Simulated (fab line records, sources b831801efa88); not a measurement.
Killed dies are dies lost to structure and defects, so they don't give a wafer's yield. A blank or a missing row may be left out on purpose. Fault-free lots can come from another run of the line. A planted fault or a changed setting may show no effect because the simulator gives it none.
The tool behind it: which one? + flow sky130 + 7 lots, 21 wafers sampled, at 4 steps of a route of 708

== WHAT THE GAUGES READ, wafer by wafer ==
SKY_VT_ADJUST_HVTP_TW_MEAS_11.
| lot  | measured     | on            | VT_ADJUST_HVTP_TW |
|------|--------------|---------------|-------------------|
| L994 | day 6 16:16  | film-metro-02 | 1346 1343 1343    |
| L999 | day 8 06:10  | film-metro-04 | 1371 1370 1363    |
| L104 | day 9 15:11  | film-metro-02 | 30 30 30          |
| L106 | day 10 01:11 | film-metro-02 | 1347 1344 1346    |
| L108 | day 10 20:48 | film-metro-03 | 1344 1349 1346    |
| L112 | day 11 12:05 | film-metro-03 | 1356 1355 1362    |
| L114 | day 12 02:43 | film-metro-04 | 1365 1355 1362    |

== WHAT TOOL EACH LOT RAN ON (gives the tool, then ch and the chambers of the sampled wafers, and finally the start) ==
| lot  | SKY_DNWELL_STRIP_08                 | SKY_NWELL_STRIP_25                   | SKY_VT_ADJUST_HVTP_STRIP_10          |
|------|-------------------------------------|--------------------------------------|--------------------------------------|
| L994 | plasma-asher-02 ch 0,1, day 3 17:50 | plasma-asher-03 ch 0,1, day 5 20:50  | plasma-asher-02 ch 0,1, day 6 16:10  |
| L999 | plasma-asher-01 ch 0,1, day 5 01:44 | plasma-asher-04 ch 0,1, day 7 09:17  | plasma-asher-02 ch 0,1, day 8 06:04  |
| L104 | plasma-asher-03 ch 0,1, day 6 05:59 | plasma-asher-02 ch 0,1, day 8 17:26  | plasma-asher-04 ch 0,1, day 9 15:05  |
| L106 | plasma-asher-01 ch 0,1, day 6 13:23 | plasma-asher-02 ch 0,1, day 9 02:56  | plasma-asher-04 ch 0,1, day 10 01:05 |
| L108 | plasma-asher-03 ch 1, day 7 07:28   | plasma-asher-03 ch 0,1, day 9 21:35  | plasma-asher-04 ch 0,1, day 10 20:41 |
| L112 | plasma-asher-02 ch 0,1, day 7 19:55 | plasma-asher-04 ch 0, day 10 11:56   | plasma-asher-04 ch 0,1, day 11 11:59 |
| L114 | plasma-asher-02 ch 0,1, day 8 08:23 | plasma-asher-04 ch 0,1, day 11 01:26 | plasma-asher-02 ch 0,1, day 12 02:37 |
- SKY_DNWELL_STRIP_08: strips in O2/N2.
- SKY_NWELL_STRIP_25: strips in O2/N2.
- SKY_VT_ADJUST_HVTP_STRIP_10: strips in O2/N2.

== THE ANSWER, worked out from the rows above alone ==
Rule: the lots themselves supply what counts as usual. Put in order of their means at a reading, lots are off if they are a third of the lots or fewer, leave a main group of 4 or more, and stand apart from it by a gap of 3 or more times the standard deviation of the main group's means; of several such gaps the widest counts. If all means in a main group match to the digits the tables above print for the reading, that group is not used. Also off: a lot with no number at a reading for which 4 or more lots have one. Any other lot the step has rows for is counted as sound.
Off: at SKY_VT_ADJUST_HVTP_TW_MEAS_11 (VT_ADJUST_HVTP_TW), L104. Main group: mean 1354, sd 9.
A tool fits if, at a process step before that reading, it ran every lot that is off, and no sound lot after the first of them. Those tools and the gauges at SKY_VT_ADJUST_HVTP_TW_MEAS_11 are tried in the same way. Not one of the candidates tried fits.

== WHAT WAS PUT IN BY THE SIMULATOR ==
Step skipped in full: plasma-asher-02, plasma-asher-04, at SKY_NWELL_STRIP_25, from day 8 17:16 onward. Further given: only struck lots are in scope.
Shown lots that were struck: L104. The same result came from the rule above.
